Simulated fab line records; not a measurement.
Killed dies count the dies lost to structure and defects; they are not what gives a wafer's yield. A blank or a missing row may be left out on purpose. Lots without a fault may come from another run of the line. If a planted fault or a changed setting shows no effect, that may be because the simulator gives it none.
Commonality check across tools + flow gf180mcu + Lots sampled 12, wafers sampled 36

== REASON IT WAS OPENED ==
At GF_VT_IMPLANT_RS_MEAS_46 the reading MVSD_RS is flagged on 2 of 12 lots. Fault-free wafers read 456.7 ohm/sq, with a standard deviation of 1.2.
Rule: a lot is flagged in two cases, either no wafer of it has a number, or all its wafers with numbers fall more than 4 standard deviations from that mean. The other lots count as sound.

| lot  | measured     | on            | MVSD_RS (ohm/sq), wafer by wafer | flag    |
|------|--------------|---------------|----------------------------------|---------|
| L483 | day 7 14:46  | film_metro-01 | 455.9 457.5 456.9                |         |
| L484 | day 7 18:44  | film_metro-03 | 457.6 455.4 456.8                |         |
| L485 | day 8 01:49  | film_metro-01 | 457.5 458.4 457.8                |         |
| L488 | day 8 21:58  | film_metro-01 | 457.3 455.4 456.5                |         |
| L489 | day 9 06:56  | film_metro-03 | 455.4 455.4 456.4                |         |
| L490 | day 9 16:33  | film_metro-01 | 457.7 457.6 457.1                |         |
| L494 | day 10 16:22 | film_metro-01 | 493.9 493.9 495.2                | FLAGGED |
| L495 | day 10 20:49 | film_metro-03 | 495.1 493.9 496.2                | FLAGGED |
| L500 | day 12 04:26 | film_metro-04 | 457.5 455.1 455.3                |         |
| L501 | day 12 12:37 | film_metro-01 | 458.4 457.3 457.2                |         |
| L503 | day 13 02:17 | film_metro-04 | 455.9 455.0 455.5                |         |
| L506 | day 14 02:53 | film_metro-03 | 456.8 457.6 456.3                |         |
The numbers of the flagged lots are 494.7 ohm/sq on average: +38.0 ohm/sq against the usual, or +32 standard deviations.

== TOOL THAT RAN EACH LOT ==
2 process steps preceding the reading are held in the record, out of 602 steps in the route. Read each cell as the tool, then ch plus the chambers that the sampled wafers visited, then the start.
| lot  | flag    | GF_MVSD_IMPLANT_08              | GF_VT_IMPLANT_STRIP_42               |
|------|---------|---------------------------------|--------------------------------------|
| L483 |         | implanter-04 ch 0, day 4 11:11  | plasma_asher-03 ch 0,1, day 7 14:28  |
| L484 |         | implanter-01 ch 0, day 4 15:35  | plasma_asher-01 ch 0,1, day 7 18:26  |
| L485 |         | implanter-01 ch 0, day 4 20:46  | plasma_asher-01 ch 0,1, day 8 01:31  |
| L488 |         | implanter-04 ch 0, day 5 14:58  | plasma_asher-04 ch 0,1, day 8 21:38  |
| L489 |         | implanter-04 ch 0, day 5 21:56  | plasma_asher-01 ch 0,1, day 9 06:37  |
| L490 |         | implanter-04 ch 0, day 6 06:07  | plasma_asher-04 ch 0,1, day 9 16:14  |
| L494 | FLAGGED | implanter-01 ch 0, day 7 03:35  | plasma_asher-04 ch 0, day 10 15:59   |
| L495 | FLAGGED | implanter-01 ch 0, day 7 07:12  | plasma_asher-04 ch 0,1, day 10 20:27 |
| L500 |         | implanter-02 ch 0, day 8 12:14  | plasma_asher-01 ch 0,1, day 12 04:08 |
| L501 |         | implanter-04 ch 0, day 8 17:36  | plasma_asher-01 ch 0,1, day 12 12:13 |
| L503 |         | implanter-04 ch 0, day 9 06:30  | plasma_asher-04 ch 0,1, day 13 01:52 |
| L506 |         | implanter-04 ch 0, day 10 02:19 | plasma_asher-04 ch 0,1, day 14 02:34 |
These steps, and what they do:
- GF_MVSD_IMPLANT_08
- GF_VT_IMPLANT_STRIP_42: strips in O2/N2.
- GF_VT_IMPLANT_RS_MEAS_46: measures by four-point-probe.

== FLAGGED OVER TOTAL, TOOL BY TOOL (the gauges that took the reading come last) ==
| step                     | tool            | lots run | flagged | share of the flagged lots | sound lots run after its first flagged lot |
|--------------------------|-----------------|----------|---------|---------------------------|--------------------------------------------|
| GF_MVSD_IMPLANT_08       | implanter-01    | 4        | 2       | all                       | 0                                          |
| GF_MVSD_IMPLANT_08       | implanter-02    | 1        | 0       | none                      | -                                          |
| GF_MVSD_IMPLANT_08       | implanter-04    | 7        | 0       | none                      | -                                          |
| GF_VT_IMPLANT_STRIP_42   | plasma_asher-01 | 5        | 0       | none                      | -                                          |
| GF_VT_IMPLANT_STRIP_42   | plasma_asher-03 | 1        | 0       | none                      | -                                          |
| GF_VT_IMPLANT_STRIP_42   | plasma_asher-04 | 6        | 2       | all                       | 2 (L503,L506)                              |
| GF_VT_IMPLANT_RS_MEAS_46 | film_metro-01   | 6        | 1       | some                      | 1 (L501)                                   |
| GF_VT_IMPLANT_RS_MEAS_46 | film_metro-03   | 4        | 1       | some                      | 1 (L506)                                   |
| GF_VT_IMPLANT_RS_MEAS_46 | film_metro-04   | 2        | 0       | none                      | -                                          |

== WHAT IS ALLOWED BY THE TABLE ==
2 rows of the table ran every flagged lot: implanter-01 at GF_MVSD_IMPLANT_08, plasma_asher-04 at GF_VT_IMPLANT_STRIP_42.
- implanter-01 at GF_MVSD_IMPLANT_08 ran 4 lots, 2 of them flagged. A fault beginning between L485 (day 4 20:46), its last sound lot, and L494 (day 7 03:35), its first flagged one, fits the data. Its own readings (beam_energy_keV) fall more than 4 standard deviations out on all wafers of the flagged lots.
- plasma_asher-04 at GF_VT_IMPLANT_STRIP_42 ran 6 lots, 2 of them flagged. Sound lots followed the first flagged one (L503, L506) on it, something a lasting fault affecting the whole tool could not allow.
Left over: one tool, implanter-01 at GF_MVSD_IMPLANT_08.

== WHAT THE SIMULATOR PUT IN ==
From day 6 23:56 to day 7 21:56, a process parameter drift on implanter-01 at GF_MVSD_IMPLANT_08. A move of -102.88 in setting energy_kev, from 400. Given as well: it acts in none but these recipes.
Shown lots that were struck: L494, L495. The rule above reached the same finding.
